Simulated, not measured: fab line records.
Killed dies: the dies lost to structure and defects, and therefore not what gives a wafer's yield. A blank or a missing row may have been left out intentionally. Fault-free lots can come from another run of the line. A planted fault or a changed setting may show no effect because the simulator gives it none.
fab line records	flow gf180mcu
[record] lots = 14	wafers = 42	last_day = 34
route steps=602 shown M3@414 V3@441
lots that met no fault: taken from a fault-free run of the same line
start_h: start of the lot's first displayed wafer, in hours after the record's first day	wait_h: hours since the lot's step before	" identical to the entry in the row above	L1.1+2: several wafers, shown together as one row	- no value, or no start given	* or withheld: withheld	< > ~ a bound
route shown NAME@n: names a module that has steps shown in the file, with the first one's number in the route	usual: mean/standard deviation taken from wafers without a fault	same: alike in all rows	chamber/n: place in a boat	sites: readings site by site	_std_site: standard deviation across them	_edge_site: outer sites' mean less inner sites'	radius_mm: for every site, how far away it sits from the centre of the wafer	mask NAME#n: copy n	behind: the most recent tool/chamber to have shaped the wafer	hold: why the lot went on hold/how many hours it stayed there/how the hold came to an end	device: whichever transistor did not switch (one of n, p or np)	end of line: at the end of the route, the tests of the same wafers	a step given without rows: its recipe and nothing more	killed: dies that structure and defects cost at the first sort, which is not the same as the wafer's yield	map: a wafer's dies, marking killed ones x, the rest . and places with no die _
set.NAME: the setting as run; set.NAME@STEP: as run at that earlier step	model.NAME: the simulator's own value behind a step, which no gauge read
steps of the route over a sample of lots; a table a step, a row a wafer
services: from which hour (start_h, from the record's first day; less than 0 if before it) a tool's chamber was out of use, for how many hours, and why
[[steps]]
[step GF_M3_RS_MEAS_05]
[recipe] thk_meas_gauge = four-point-probe	reads = TiN_of_M3_SPUTTER_04+Ti_of_M3_SPUTTER_03+AlCu_of_M3_SPUTTER_02+TiN_of_M3_SPUTTER_01+Ti_of_M3_SPUTTER_00
[usual] M3_ALCU_RS = 0.0698/0.00071
lot.wafer	tool	chamber	start_h	wait_h	M3_ALCU_RS[ohm/sq]
L632.2	film_metro-04	-	466.55	0.0	0.0694
L632.3	"	-	"	"	0.0689
L632.4	"	-	"	"	0.0693
L634.3	film_metro-01	-	478.79	0.1	0.0692
L634.5	"	-	"	"	0.0695
L634.6	"	-	"	"	0.0695
L635.1	film_metro-04	-	488.35	0.0	0.0716
L635.2	"	-	"	"	0.0712
L635.3	"	-	"	"	0.0715
L636.2	film_metro-03	-	500.67	0.0	0.0701
L636.4	"	-	"	"	0.0704
L636.6	"	-	"	"	0.0700
L637.1	film_metro-03	-	512.11	0.0	0.0691
L637.3	"	-	"	"	0.0690
L637.6	"	-	"	"	0.0692
L638.2	film_metro-03	-	520.79	0.0	0.0692
L638.4	"	-	"	"	0.0695
L638.5	"	-	"	"	0.0694
L641.3	film_metro-01	-	544.88	0.1	0.0696
L641.4	"	-	"	"	0.0698
L641.5	"	-	"	"	0.0696
L642.1	film_metro-01	-	551.39	0.0	0.0710
L642.5	"	-	"	"	0.0710
L642.6	"	-	"	"	0.0711
L646.2	film_metro-03	-	593.78	0.0	0.0692
L646.3	"	-	"	"	0.0683
L646.6	"	-	"	"	0.0690
L647.2	film_metro-03	-	598.15	0.0	0.0699
L647.4	"	-	"	"	0.0695
L647.6	"	-	"	"	0.0696
L648.1	film_metro-04	-	602.26	0.0	0.0699
L648.3	"	-	"	"	0.0708
L648.5	"	-	"	"	0.0700
L651.2	film_metro-04	-	620.33	0.0	0.0715
L651.4	"	-	"	"	0.0711
L651.6	"	-	"	"	0.0707
L653.1	film_metro-03	-	635.30	0.0	0.0708
L653.3	"	-	"	"	0.0700
L653.5	"	-	"	"	0.0704
L654.2	film_metro-04	-	637.90	0.0	0.0697
L654.3	"	-	"	"	0.0692
L654.4	"	-	"	"	0.0700
[step GF_V3_PEB_12]
[recipe] peb_temp_c = 135	peb_time_s = 90	resist = KrF
[usual] chill_plate_temp_C = 22.98/0.099	exhaust_pa = 45.0/0.95	plate_temp_C = 135.01/0.13
lot.wafer	tool	chamber	start_h	wait_h	chill_plate_temp_C	exhaust_pa	plate_temp_C
L632.2	litho_track-04	0	514.17	-	23.05	46.5	134.97
L632.3	"	0	"	"	22.98	46.9	135.00
L632.4	"	0	"	"	22.86	46.1	135.07
L634.3	litho_track-04	0	526.75	-	22.93	45.4	135.10
L634.5	"	0	"	"	23.03	46.7	134.97
L634.6	"	0	"	"	23.00	45.6	135.15
L635.1	litho_track-01	0	535.96	-	22.95	45.4	134.81
L635.2	"	0	"	"	22.99	45.5	135.00
L635.3	"	0	"	"	22.78	45.1	134.83
L636.2	litho_track-01	0	546.50	-	22.95	44.9	134.79
L636.4	"	0	"	"	23.02	45.0	134.77
L636.6	"	0	"	"	23.02	45.9	134.91
L637.1	litho_track-04	0	557.99	-	22.88	45.7	134.86
L637.3	"	0	"	"	23.03	45.3	134.94
L637.6	"	0	"	"	22.87	46.7	134.80
L638.2	litho_track-01	0	566.65	-	23.17	45.0	134.94
L638.4	"	0	"	"	22.98	45.2	134.84
L638.5	"	0	"	"	23.00	44.5	134.90
L641.3	litho_track-04	-	589.70	-	-	-	-
L641.4	"	-	"	"	-	-	-
L641.5	"	-	"	"	-	-	-
L642.1	litho_track-03	-	597.88	-	-	-	-
L642.5	"	-	"	"	-	-	-
L642.6	"	-	"	"	-	-	-
L646.2	litho_track-04	0	636.37	-	23.16	43.9	135.10
L646.3	"	0	"	"	23.02	44.4	135.19
L646.6	"	0	"	"	23.08	45.3	135.03
L647.2	litho_track-03	0	640.41	-	23.01	43.6	135.23
L647.4	"	0	"	"	22.88	44.0	134.96
L647.6	"	0	"	"	22.91	44.9	135.27
L648.1	litho_track-01	0	644.71	-	23.02	45.1	135.11
L648.3	"	0	"	"	22.88	44.6	134.97
L648.5	"	0	"	"	23.02	45.4	134.96
L651.2	litho_track-04	0	661.02	-	22.90	45.7	134.99
L651.4	"	0	"	"	22.95	43.8	135.00
L651.6	"	0	"	"	23.03	45.9	134.87
L653.1	litho_track-04	0	675.14	-	22.99	44.7	134.94
L653.3	"	0	"	"	23.10	45.8	135.18
L653.5	"	0	"	"	22.92	44.6	135.28
L654.2	litho_track-01	0	678.50	-	22.91	44.9	135.29
L654.3	"	0	"	"	23.09	43.7	135.05
L654.4	"	0	"	"	23.06	45.5	135.08
[step GF_V3_CD_MEAS_14]
[recipe] target_cd_nm = 260
[usual] cd_nm = 260.0/1.4
lot.wafer	tool	chamber	start_h	wait_h	cd_nm
L632.2	cd_sem-02	-	514.51	0.1	260.5
L632.3	"	-	"	"	260.0
L632.4	"	-	"	"	260.5
L634.3	cd_sem-02	-	527.08	0.1	261.2
L634.5	"	-	"	"	260.9
L634.6	"	-	"	"	260.9
L635.1	cd_sem-02	-	536.31	0.1	260.3
L635.2	"	-	"	"	259.3
L635.3	"	-	"	"	259.6
L636.2	cd_sem-02	-	546.87	0.2	261.6
L636.4	"	-	"	"	260.9
L636.6	"	-	"	"	259.8
L637.1	cd_sem-01	-	558.34	0.1	261.6
L637.3	"	-	"	"	261.1
L637.6	"	-	"	"	260.9
L638.2	cd_sem-02	-	566.98	0.1	261.1
L638.4	"	-	"	"	262.0
L638.5	"	-	"	"	261.1
L641.3	cd_sem-01	-	590.03	0.1	-
L641.4	"	-	"	"	-
L641.5	"	-	"	"	-
L642.1	cd_sem-02	-	598.23	0.1	-
L642.5	"	-	"	"	-
L642.6	"	-	"	"	-
L646.2	cd_sem-01	-	636.71	0.1	260.3
L646.3	"	-	"	"	259.7
L646.6	"	-	"	"	260.8
L647.2	cd_sem-01	-	640.75	0.1	262.7
L647.4	"	-	"	"	262.6
L647.6	"	-	"	"	261.9
L648.1	cd_sem-02	-	645.06	0.1	259.7
L648.3	"	-	"	"	260.8
L648.5	"	-	"	"	259.7
L651.2	cd_sem-01	-	661.36	0.1	260.2
L651.4	"	-	"	"	260.7
L651.6	"	-	"	"	260.7
L653.1	cd_sem-01	-	675.49	0.1	260.6
L653.3	"	-	"	"	259.9
L653.5	"	-	"	"	259.9
L654.2	cd_sem-01	-	678.87	0.2	260.1
L654.3	"	-	"	"	258.6
L654.4	"	-	"	"	260.0
[step GF_V3_CVD_23]
[recipe] material = W	target_thk_nm = 350	time_s = 104.9	temp_c = 400	pressure_torr = 40
[usual] heater_power_w = 831/21
[same] time_s = 104.9
lot.wafer	tool	chamber	start_h	wait_h	heater_power_w
L632.2	cvd_w-01	1	515.51	0.0	835
L632.3	"	0	"	"	825
L632.4	"	1	"	"	839
L634.3	cvd_w-02	1	528.13	0.1	812
L634.5	"	1	"	"	814
L634.6	"	0	"	"	831
L635.1	cvd_w-02	0	537.27	0.0	828
L635.2	"	1	"	"	836
L635.3	"	1	"	"	821
L636.2	cvd_w-01	0	547.87	0.0	808
L636.4	"	1	"	"	838
L636.6	"	0	"	"	810
L637.1	cvd_w-01	1	559.36	0.0	858
L637.3	"	1	"	"	860
L637.6	"	0	"	"	808
L638.2	cvd_w-01	1	567.92	0.0	854
L638.4	"	0	"	"	820
L638.5	"	0	"	"	820
L641.3	cvd_w-02	0	590.95	0.1	821
L641.4	"	1	"	"	812
L641.5	"	0	"	"	816
L642.1	cvd_w-01	0	599.15	0.0	822
L642.5	"	1	"	"	827
L642.6	"	0	"	"	822
L646.2	cvd_w-02	1	637.61	0.0	820
L646.3	"	1	"	"	829
L646.6	"	1	"	"	839
L647.2	cvd_w-01	0	641.68	0.0	834
L647.4	"	1	"	"	862
L647.6	"	0	"	"	817
L648.1	cvd_w-02	1	645.98	0.0	843
L648.3	"	0	"	"	828
L648.5	"	1	"	"	837
L651.2	cvd_w-01	1	662.25	0.0	847
L651.4	"	1	"	"	890
L651.6	"	0	"	"	811
L653.1	cvd_w-02	1	676.41	0.0	837
L653.3	"	0	"	"	804
L653.5	"	1	"	"	822
L654.2	cvd_w-01	1	679.80	0.0	866
L654.3	"	0	"	"	823
L654.4	"	1	"	"	866
[[services]]
tool	chamber	start_h	hours	kind
cvd_w-02	1	562.18	13.3	repair
cvd_w-01	-	569.94	0.5	repair
cvd_w-02	-	608.73	3.2	repair
cvd_w-01	-	639.49	1.1	repair
cvd_w-01	0	666.90	4.5	repair
[[key]]
[first_sign] step = GF_V3_PEB_12	reading = tool_record	direction = missing
effect none on later readings
met_at GF_V3_PEB_12
struck_lots L641,L642
later_rows_left_out L641.3,L641.4,L641.5,L642.1,L642.5,L642.6
sort_left_out L641.3,L641.4,L641.5,L642.1,L642.5,L642.6
not_acting_at GF_M3_RS_MEAS_05,GF_V3_CD_MEAS_14,GF_V3_CVD_23
onset_between 557.99 589.70
[fault] kind = skipped_step_whole	tool = litho_track-03,litho_track-04	chamber = -	onset_h = 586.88	steps = GF_V3_PEB_12	scope = struck_lots_only
// sort_left_out: the simulated sort isn't trusted on such a fault, so these wafers' sort isn't shown, and their yield isn't known
// later_rows_left_out: the simulator's readings of these wafers behind a module that went badly wrong aren't trusted and aren't shown, but for the sort
